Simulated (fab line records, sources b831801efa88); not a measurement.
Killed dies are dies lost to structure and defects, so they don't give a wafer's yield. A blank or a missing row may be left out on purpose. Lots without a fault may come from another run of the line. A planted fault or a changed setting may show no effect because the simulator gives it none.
Chamber matching | flow sky130 | SKY_LI_CONTACT_CMP_24 on cmp-01: 4 sister chambers
The step polishes, stops on PSG, t overpolish 20 s, target thk 0 nm. 14 wafers are shown with their chamber, then 6 later ones without.

WAFERS WITH THEIR CHAMBER
wafer  | chamber | motor_current_A (A) | edge_zone_pressure_frac | overpolish_run_s (s)
L492.4 | 3       | 10.9                | 1.000                   | 19.978
L492.5 | 3       | 10.9                | 1.005                   | 20.010
L492.6 | 0       | 10.5                | 1.006                   | 20.006
L498.1 | 1       | 11.7                | 1.001                   | 19.994
L498.6 | 2       | 10.9                | 1.001                   | 19.993
L506.1 | 3       | 11.5                | 1.001                   | 20.007
L506.3 | 1       | 11.3                | 0.993                   | 19.999
L506.5 | 2       | 10.7                | 0.997                   | 19.984
L507.3 | 1       | 11.7                | 1.002                   | 20.008
L507.4 | 2       | 11.2                | 1.000                   | 20.006
L507.6 | 1       | 11.8                | 0.999                   | 19.997
L511.1 | 1       | 11.4                | 0.997                   | 19.998
L511.4 | 0       | 10.1                | 0.991                   | 20.000
L511.6 | 1       | 11.7                | 0.996                   | 20.007

SIGNATURES (means of the wafers above)
reading                 | chamber 0 | chamber 1 | chamber 2 | chamber 3 | scatter within a chamber
motor_current_A         | 10.300    | 11.600    | 10.933    | 11.100    | 0.254
edge_zone_pressure_frac | 0.99850   | 0.99800   | 0.99933   | 1.00200   | 0.00437
overpolish_run_s        | 20.00300  | 20.00050  | 19.99433  | 19.99833  | 0.0102
Rule: a wafer's distance from a chamber is the root of the sum, over the readings, of the square of ((its reading less the chamber's mean) divided by the reading's scatter). The wafer belongs to the nearest chamber; if the next one is less than 2 further off, it can't be placed. The scatter: the root of (the sum of the squares of (reading less its chamber's mean) over the shown wafers, divided by (wafers less chambers)).

WAFERS WITHOUT THEIR CHAMBER
wafer  | motor_current_A (A) | edge_zone_pressure_frac | overpolish_run_s (s)
L513.4 | 9.6                 | 1.004                   | 20.007
L513.5 | 9.5                 | 0.997                   | 20.002
L513.6 | 12.1                | 0.997                   | 20.008
L515.1 | 11.5                | 0.991                   | 20.016
L515.2 | 10.2                | 0.993                   | 19.989
L515.4 | 11.3                | 1.006                   | 19.990

WHICH CHAMBER EACH WENT THROUGH
wafer  | from the rows above          | in truth
L513.4 | 0                            | 0
L513.5 | 0                            | 0
L513.6 | 1                            | 1
L515.1 | can't be placed: 1 or 3 or 2 | 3
L515.2 | can't be placed: 0 or 2      | 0
L515.4 | can't be placed: 3 or 2 or 1 | 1
Placed correctly: 3 of 6. Can't be placed from these rows: 3 (the true chamber is among the candidates in 3). Placed wrongly: 0.
